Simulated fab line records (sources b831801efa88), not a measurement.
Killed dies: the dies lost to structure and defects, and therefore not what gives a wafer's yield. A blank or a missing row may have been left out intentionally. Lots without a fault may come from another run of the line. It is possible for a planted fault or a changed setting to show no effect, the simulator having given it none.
A lot that was struck, set against a sound lot / flow sky130 / 15 out of 708 route steps
Sound: the wafers L809.1, L809.4, L809.6. Struck: wafer L818.1. (L818.2, L818.4 of the same lot were not struck and are left out.) The cause comes at the end.
Order at every step that has rows: each side's tool, ch and its chambers, its first start. Under that, the readings that differ: sound wafers / struck wafers / difference of the means / sigmas: that difference in standard deviations of wafers without a fault.
alike: same words and numbers on both sides, and readings whose means sit less than 2 such deviations apart. not compared: any withheld reading, any reading some wafer has no value for, any bound like >300 that may hide the same value, and any number with overlapping values for which the record gives no deviation.
The two part at a step that has a row with sigmas, a row that says differs or no value, or rows on one side only. Numbers that don't overlap but have no deviation are shown without sigmas and don't part them. A reading that every wafer of one side lacks parts them only if that side has two wafers or more.

SKY_CONTACT_STRIP_19: strips in O2/N2.
  sound on plasma-asher-02 ch 0,1, day 34 04:08; struck on plasma-asher-04 ch 1, day 35 22:02
  alike: drypump-motor-current-A, oes-product-au, strip-time-to-endpoint-s
  not compared: rf-hours-counter-h
then, 3 steps without rows for these wafers: SKY_CONTACT_STRIP_20 (strips in post etch residue remover, time 1200 s); SKY_CONTACT_CLEAN_21 (cleans in IPA, time 180 s); SKY_CONTACT_CLEAN_22 (cleans in O3/DIW).
SKY_CONTACT_SPUTTER_23: material TiN, target thk 20 nm, time 80 s.
  sound on pvd-sputter-03 at day 34 04:43; struck on pvd-sputter-01 at day 35 22:41
  alike: cathode-dc-power-W, throttle-valve-pct
then, 1 step without rows for these wafers: SKY_CONTACT_CVD_24 (deposits W, target thk 340 nm, time 102.12 s).
SKY_CONTACT_RS_MEAS_25: measurement is done with a four-point probe.
  sound on film-metro-02 at day 34 04:53; struck on film-metro-02 at day 35 22:52
  alike: CONTACT_W_RS
SKY_CONTACT_THK_MEAS_26: measures by xrf.
  sound on film-metro-02 at day 34 05:01; struck on film-metro-02 at day 35 22:59
  alike: CONTACT_W_THK
SKY_CONTACT_CMP_27: polishes, stops on SiO2, t overpolish 15 s, target thk 0 nm.
  sound on cmp-01 ch 1,2, day 34 05:27; struck on cmp-02 ch 2, day 35 23:05
  alike: motor-current-A, overpolish-run-s, time-to-endpoint-s
then, 1 step without rows for these wafers: SKY_METAL1_SPUTTER_00 (material Ti, target thk 15 nm, time 10 s).
SKY_METAL1_SPUTTER_01: material TiN, target thk 20 nm, time 16.7 s.
  sound on pvd-sputter-02 at day 34 05:43; struck on pvd-sputter-02 at day 35 23:22
  alike: cathode-dc-power-W, throttle-valve-pct
SKY_METAL1_SPUTTER_02: material AlCu, target thk 250 nm, time 13.3 s.
  sound on pvd-sputter-02 at day 34 05:45; struck on pvd-sputter-02 at day 35 23:23
  alike: cathode-dc-power-W, throttle-valve-pct
SKY_METAL1_SPUTTER_03: material Ti, target thk 5 nm, time 3.3 s.
  sound on pvd-sputter-02 at day 34 05:46; struck on pvd-sputter-02 at day 35 23:25
reading=model.Ti_of_METAL1_SPUTTER_03.thk-nm (nm); sound=5.055 5.09 5.142; struck=9.535; difference=+4.439; sigmas=
  alike: cathode-dc-power-W, throttle-valve-pct
then, 1 step without rows for these wafers: SKY_METAL1_SPUTTER_04 (material TiN, target thk 70 nm, time 58.3 s).
-- the record jumps here: 13 days lie between the struck wafers' starts before and after (it left off in module METAL1 and takes up again in module PAD_OPEN, whose first step shown is number 708 of the route) --
SKY_PAD_OPEN_PROBE_99:
  sound on prober-02 at day 47 20:08; struck on prober-02 at day 48 22:40
reading=killed-at-front-end; sound=10 7 14; struck=28; difference=+18; sigmas=+4
reading=model.etest.met1.line-ohm-um; sound=0.906 0.8921 0.9077; struck=0.9659; difference=+0.0640; sigmas=
reading=model.etest.met1.rs-ohm-sq; sound=0.1289 0.1286 0.1291; struck=0.1346; difference=+0.0057; sigmas=
  alike: defect-limited-yield, killed_at_M0_to_M3, killed_at_M4_up, killed-at-contacts, killed-at-other, killed-dies, killed-open, killed-short, sort_bin_3_pad_short, sort_bin_5_function, sort_bin_6_memory, sort-n-pass, sort-yield-pct

== WHERE THEY PART ==
Within this record, at SKY_PAD_OPEN_PROBE_99 only.

WHY: what the simulator had put in
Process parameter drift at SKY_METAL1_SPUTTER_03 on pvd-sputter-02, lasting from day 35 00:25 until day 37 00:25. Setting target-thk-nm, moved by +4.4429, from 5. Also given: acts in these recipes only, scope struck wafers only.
